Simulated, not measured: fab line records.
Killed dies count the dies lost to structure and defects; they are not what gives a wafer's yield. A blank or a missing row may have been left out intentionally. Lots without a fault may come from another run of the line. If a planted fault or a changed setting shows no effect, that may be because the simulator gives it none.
Which tool was responsible? :: flow sky130 :: 13 lots with 39 wafers sampled at 3 steps, on a route of 708 steps

## WHAT EACH GAUGE READ, for each wafer
SKY_NWELL_RS_MEAS_31: uses a four-point probe to measure. Usual: PWDE_RS 5278 ohm/sq, standard deviation 16.
lot: L132
measured: day 5 07:40
on: film_metro-04
PWDE_RS (ohm/sq): 5279 5282 5284
flag: 

lot: L133
measured: day 5 14:01
on: film_metro-02
PWDE_RS (ohm/sq): 5265 5263 5257
flag: 

lot: L136
measured: day 6 08:19
on: film_metro-04
PWDE_RS (ohm/sq): 5304 5298 5312
flag: 

lot: L137
measured: day 6 11:11
on: film_metro-04
PWDE_RS (ohm/sq): 5292 5293 5273
flag: 

lot: L138
measured: day 6 16:07
on: film_metro-02
PWDE_RS (ohm/sq): 5258 5289 5263
flag: 

lot: L140
measured: day 7 06:29
on: film_metro-02
PWDE_RS (ohm/sq): 5292 5298 5291
flag: 

lot: L141
measured: day 7 14:03
on: film_metro-01
PWDE_RS (ohm/sq): 5274 5275 5249
flag: 

lot: L142
measured: day 7 20:08
on: film_metro-01
PWDE_RS (ohm/sq): 5261 5260 5269
flag: 

lot: L143
measured: day 8 01:04
on: film_metro-04
PWDE_RS (ohm/sq): 5282 5296 5275
flag: 

lot: L146
measured: day 9 11:58
on: film_metro-02
PWDE_RS (ohm/sq): 5281 5273 5265
flag: 

lot: L147
measured: day 9 13:32
on: film_metro-01
PWDE_RS (ohm/sq): 5290 5281 5274
flag: 

lot: L150
measured: day 10 05:56
on: film_metro-01
PWDE_RS (ohm/sq): 5251 5248 5270
flag: 

lot: L155
measured: day 11 04:02
on: film_metro-04
PWDE_RS (ohm/sq): 5272 5293 5283
flag: 

SKY_VT_ADJUST_LVTN_OVL_MEAS_18. Usual: VT_ADJUST_LVTN_01_OVL 0.3 nm, standard deviation 1.3.
lot: L132
measured: day 7 15:25
on: overlay-01
VT_ADJUST_LVTN_01_OVL (nm): -0.1 -1.1 -1.8
flag: 

lot: L133
measured: day 7 22:11
on: overlay-01
VT_ADJUST_LVTN_01_OVL (nm): 0.3 1.1 1.6
flag: 

lot: L136
measured: day 8 21:43
on: overlay-02
VT_ADJUST_LVTN_01_OVL (nm): 0.5 -0.1 2.0
flag: 

lot: L137
measured: day 9 00:52
on: overlay-02
VT_ADJUST_LVTN_01_OVL (nm): 0.6 2.2 1.7
flag: 

lot: L138
measured: day 9 04:15
on: overlay-01
VT_ADJUST_LVTN_01_OVL (nm): 0.1 -0.4 0.1
flag: 

lot: L140
measured: day 9 22:50
on: overlay-02
VT_ADJUST_LVTN_01_OVL (nm): -2.9 -1.9 1.1
flag: 

lot: L141
measured: day 10 05:53
on: overlay-02
VT_ADJUST_LVTN_01_OVL (nm): 0.5 1.0 0.1
flag: 

lot: L142
measured: day 10 12:49
on: overlay-02
VT_ADJUST_LVTN_01_OVL (nm): -0.7 2.6 -0.2
flag: 

lot: L143
measured: day 10 17:32
on: overlay-02
VT_ADJUST_LVTN_01_OVL (nm): -1.5 0.2 -1.2
flag: 

lot: L146
measured: day 12 09:16
on: overlay-01
VT_ADJUST_LVTN_01_OVL (nm): 2.1 0.4 0.9
flag: 

lot: L147
measured: day 12 10:50
on: overlay-01
VT_ADJUST_LVTN_01_OVL (nm): -0.6 -2.1 -1.1
flag: 

lot: L150
measured: day 13 05:34
on: overlay-01
VT_ADJUST_LVTN_01_OVL (nm): 2.4 -0.8 -0.4
flag: 

lot: L155
measured: day 14 06:25
on: overlay-01
VT_ADJUST_LVTN_01_OVL (nm): -1.9 1.6 1.0
flag: 

SKY_GATE_OXIDE_THK_MEAS_02. Usual: GATE_OXIDE_OXIDATION_00_THK 10.20 nm, standard deviation 0.21.
lot: L132
measured: day 12 17:02
on: film_metro-02
GATE_OXIDE_OXIDATION_00_THK (nm): 10.01 10.03 9.93
flag: 

lot: L133
measured: day 13 01:05
on: film_metro-04
GATE_OXIDE_OXIDATION_00_THK (nm): 10.41 10.33 10.46
flag: 

lot: L136
measured: day 14 08:47
on: film_metro-02
GATE_OXIDE_OXIDATION_00_THK (nm): 10.69 10.38 10.58
flag: 

lot: L137
measured: day 14 13:04
on: film_metro-02
GATE_OXIDE_OXIDATION_00_THK (nm): 10.27 10.06 10.30
flag: 

lot: L138
measured: day 14 13:04
on: film_metro-04
GATE_OXIDE_OXIDATION_00_THK (nm): 10.43 10.38 10.53
flag: 

lot: L140
measured: day 15 11:02
on: film_metro-02
GATE_OXIDE_OXIDATION_00_THK (nm): 10.50 10.55 10.44
flag: 

lot: L141
measured: day 15 20:07
on: film_metro-01
GATE_OXIDE_OXIDATION_00_THK (nm): 10.39 10.41 10.43
flag: 

lot: L142
measured: day 16 01:31
on: film_metro-04
GATE_OXIDE_OXIDATION_00_THK (nm): 10.39 10.30 10.39
flag: 

lot: L143
measured: day 16 13:34
on: film_metro-02
GATE_OXIDE_OXIDATION_00_THK (nm): 9.97 10.16 9.94
flag: 

lot: L146
measured: day 18 07:10
on: film_metro-02
GATE_OXIDE_OXIDATION_00_THK (nm): 10.29 10.08 10.04
flag: 

lot: L147
measured: day 18 12:53
on: film_metro-01
GATE_OXIDE_OXIDATION_00_THK (nm): 9.95 9.99 10.18
flag: 

lot: L150
measured: day 19 08:30
on: film_metro-01
GATE_OXIDE_OXIDATION_00_THK (nm): 9.91 9.99 10.26
flag: 

lot: L155
measured: day 20 16:19
on: film_metro-02
GATE_OXIDE_OXIDATION_00_THK (nm): 10.29 10.40 10.30
flag: 

## EACH LOT AND THE TOOL THAT RAN IT (in order: tool; ch and the chambers of the sampled wafers; start)
There is no process step in the record ahead of these readings.

## AS READ BY THE TOOLS THEMSELVES (means over the sampled wafers that have a number; for cases with no such wafer, the mark the record gives instead)
The record holds no such reading with a usual standard deviation.

## THE ANSWER, worked out from the rows above alone
Rule: take the mean of a lot's wafers that have a number; if it is more than 3 standard deviations from the usual mean, the lot is off. Also off: a lot with no number at a reading for which 4 or more lots have one. Any other lot the step has rows for is counted as sound. First the gauges in route order, then the tools' own readings, where a lot's mean is used as printed above. At the first step where some lot is off, the reading lying furthest off is the one used; lots without a number count as furthest.
Nothing can be told from this: no lot is off at any reading shown.

## WHAT THE SIMULATOR HAD INSERTED
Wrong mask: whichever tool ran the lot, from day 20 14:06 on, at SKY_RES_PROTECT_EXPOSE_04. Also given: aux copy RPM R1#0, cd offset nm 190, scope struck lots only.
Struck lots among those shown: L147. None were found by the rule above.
